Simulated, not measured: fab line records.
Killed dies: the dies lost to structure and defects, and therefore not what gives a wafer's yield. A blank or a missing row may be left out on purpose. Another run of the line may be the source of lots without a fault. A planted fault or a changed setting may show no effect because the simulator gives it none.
A lot that was struck, set against a sound lot -- flow gf180mcu -- 32 steps out of a route of 602
Sound: wafers L852.3, L852.5, L852.6. The struck wafers were L845.2, L845.3, L845.4. Last of all comes the cause.
Order at every step that has rows: each side's tool, ch and its chambers, its first start. Under that, the readings that differ: sound wafers -- struck wafers -- difference of the means -- sigmas: that difference in standard deviations of wafers without a fault.
alike: readings with means less than 2 such deviations apart, plus words and numbers identical on both sides. not compared: withheld readings, readings lacking a value on some wafer, bounds such as >300 that could conceal the same value, and numbers that have no deviation in the record and whose values overlap.
A row with sigmas, a row that says differs or no value, or rows on one side alone: a step with any of these is where the two part. Non-overlapping numbers with no deviation appear without sigmas and do not part them. A reading missing from all wafers of one side parts the sides only when that side holds two or more wafers.

GF_HV_LDD_TW_MEAS_23:
  sound on filmMetro-03 at day 15 03:01; struck on filmMetro-03 at day 13 01:28
  alike: HV_LDD_2_TW
then, 7 steps without rows for these wafers: GF_HV_LDD_DEHYDRATE_24 (time 60 s); GF_HV_LDD_HMDS_25 (prime time 60 s); GF_HV_LDD_COAT_26 (resist thk 1000 nm); GF_HV_LDD_SOFTBAKE_27 (time 60 s); GF_HV_LDD_EXPOSE_28 (exposes mask Nplus HV AREA, target cd 400 nm); GF_HV_LDD_PEB_29; GF_HV_LDD_DEVELOP_30 (develop time 60 s).
GF_HV_LDD_CD_MEAS_31: the cd target is 400 nm.
  sound on cdSem-01 at day 16 00:39; struck on cdSem-01 at day 13 21:14
  alike: cdNm
GF_HV_LDD_OVL_MEAS_32:
  sound on overlay-02 at day 16 00:44; struck on overlay-01 at day 13 21:20
  alike: HV_LDD_02_OVL
then, 2 steps without rows for these wafers: GF_HV_LDD_IMPLANT_33; GF_HV_LDD_IMPLANT_34.
GF_HV_LDD_IMPLANT_35:
  sound on implanter-04 ch 0, day 16 01:07; struck on implanter-04, day 13 21:41
  no value came back on the struck wafers for beamEnergyKeV, beamOnS (s); on the sound wafers beamEnergyKeV reads 59.975 60.022 59.988
following that, these wafers have no rows for 1 step: GF_HV_LDD_IMPLANT_36.
GF_HV_LDD_STRIP_37: strips in O2/N2.
  sound on plasmaAsher-01 ch 0,1, day 16 01:23; struck on plasmaAsher-02 ch 0,1, day 13 21:58
  alike: chamberPressureMTorr, drypumpMotorCurrentA, heaterPowerW, oesProductAu, stripTimeToEndpointS
  not compared: rfHoursCounterH
GF_HV_LDD_TW_MEAS_38:
  sound on filmMetro-04 at day 16 01:29; struck on filmMetro-04 at day 13 22:07
reading,sound,struck,difference,sigmas
HV_LDD_3_TW,1430 1437 1434,1295 1309 1307,-130,-14
then, 7 steps without rows for these wafers: GF_HV_LDD_DEHYDRATE_39 (time 60 s); GF_HV_LDD_HMDS_40 (prime time 60 s); GF_HV_LDD_COAT_41 (resist thk 1000 nm); GF_HV_LDD_SOFTBAKE_42 (time 60 s); GF_HV_LDD_EXPOSE_43 (exposes mask Pplus HV AREA, target cd 400 nm); GF_HV_LDD_PEB_44; GF_HV_LDD_DEVELOP_45 (develop time 60 s).
GF_HV_LDD_CD_MEAS_46: the cd target is 400 nm.
  sound on cdSem-02 at day 16 23:56; struck on cdSem-02 at day 14 18:47
  alike: cdNm
GF_HV_LDD_OVL_MEAS_47:
  sound on overlay-02 at day 17 00:02; struck on overlay-01 at day 14 18:53
  alike: HV_LDD_03_OVL
following that, these wafers have no rows for 1 step: GF_HV_LDD_IMPLANT_48.
GF_HV_LDD_STRIP_49: strips in O2/N2.
  sound on plasmaAsher-01 ch 0,1, day 17 00:14; struck on plasmaAsher-01 ch 0,1, day 14 19:04
  alike: chamberPressureMTorr, drypumpMotorCurrentA, heaterPowerW, oesProductAu, stripTimeToEndpointS
  not compared: rfHoursCounterH
GF_HV_LDD_TW_MEAS_50:
  sound on filmMetro-04 at day 17 00:19; struck on filmMetro-04 at day 14 19:10
  alike: HV_LDD_4_TW
then, 1 step without rows for these wafers: GF_HV_LDD_CLEAN_51 (cleans in SC1/SC2, time 150 s).
GF_HV_LDD_RTA_52: time 10 s.
  sound on rtpAnneal-02 ch 0, day 17 00:28; struck on rtpAnneal-02 ch 0, day 14 19:17
  alike: lampPowerPct, wafer_temp_C_max
GF_HV_LDD_RS_MEAS_53: measurement is done with a four-point probe.
  sound on filmMetro-04 at day 17 00:35; struck on filmMetro-04 at day 14 19:22
reading,sound,struck,difference,sigmas
HV_LDD_RS (ohm/sq),417.8 418.4 418.6,439.2 439.4 439.2,+21.0,+23
then, 1 step without rows for these wafers: GF_HV_LDD_CVD_54 (deposits SiO2 from TEOS, target thk 10 nm, time 75 s).

== WHERE THEY PART ==
First at GF_HV_LDD_IMPLANT_35; last, within this record, at GF_HV_LDD_RS_MEAS_53.

WHY: what the simulator had put in
Entire step skipped (implanter-04, GF_HV_LDD_IMPLANT_35), from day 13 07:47 onward. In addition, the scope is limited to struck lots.
